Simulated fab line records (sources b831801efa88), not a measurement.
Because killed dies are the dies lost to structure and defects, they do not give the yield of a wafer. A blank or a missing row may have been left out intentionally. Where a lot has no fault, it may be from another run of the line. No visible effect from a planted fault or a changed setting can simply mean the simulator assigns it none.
Matching of chambers	flow gf180mcu	GF_V4_CMP_04 on cmp-01 has 4 sister chambers
The step polishes SiO2. 14 wafers are shown with their chamber, then 7 later ones without.

WAFERS WITH THEIR CHAMBER
wafer	chamber	motor_current_A (A)	time_to_endpoint_s (s)	head_pressure_psi (psi)
L711.3	1	11.3	74	3.998
L711.5	0	12.5	82	4.003
L711.6	3	11.6	82	3.998
L712.1	2	14.5	80	3.994
L712.4	3	11.9	84	4.011
L712.5	0	12.5	84	3.988
L713.2	2	14.0	75	3.979
L713.3	3	12.2	82	4.014
L713.5	0	12.2	82	3.990
L716.1	2	14.7	74	4.004
L716.2	0	11.9	79	3.999
L716.4	1	11.3	79	3.996
L717.1	0	12.0	79	3.984
L717.3	1	11.0	80	3.997

SIGNATURES, as means of the wafers listed above
reading	chamber 0	chamber 1	chamber 2	chamber 3	scatter within a chamber
motor_current_A	12.220	11.200	14.400	11.900	0.284
time_to_endpoint_s	81.20	77.67	76.33	82.67	2.51
head_pressure_psi	3.99280	3.99700	3.99233	4.00767	0.00845
Rule: for each reading, subtract the chamber's mean from the wafer's reading, divide by that reading's scatter and square the result; add these up over the readings and take the root, which gives the wafer's distance from the chamber. The wafer belongs to the nearest chamber; if the next one is less than 2 further off, it can't be placed. The scatter: the root of (the sum of the squares of (reading less its chamber's mean) over the shown wafers, divided by (wafers less chambers)).

WAFERS MISSING THEIR CHAMBER
wafer	motor_current_A (A)	time_to_endpoint_s (s)	head_pressure_psi (psi)
L717.5	11.6	83	4.003
L719.2	11.4	84	3.998
L719.3	14.7	76	3.984
L719.4	11.9	91	4.002
L724.3	11.3	86	3.982
L724.4	11.4	87	4.004
L724.6	11.8	95	4.003

EACH ONE'S CHAMBER
wafer	from the rows above	in truth
L717.5	can't be placed: 3 or 0 or 1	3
L719.2	can't be placed: 3 or 1 or 0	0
L719.3	2	2
L719.4	can't be placed: 3 or 0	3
L724.3	can't be placed: 1 or 3 or 0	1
L724.4	can't be placed: 3 or 1 or 0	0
L724.6	can't be placed: 3 or 0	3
Placed correctly: 1 of 7. From these rows, 6 cannot be placed; in 6 the true chamber is one of the candidates. Number placed wrongly: 0.
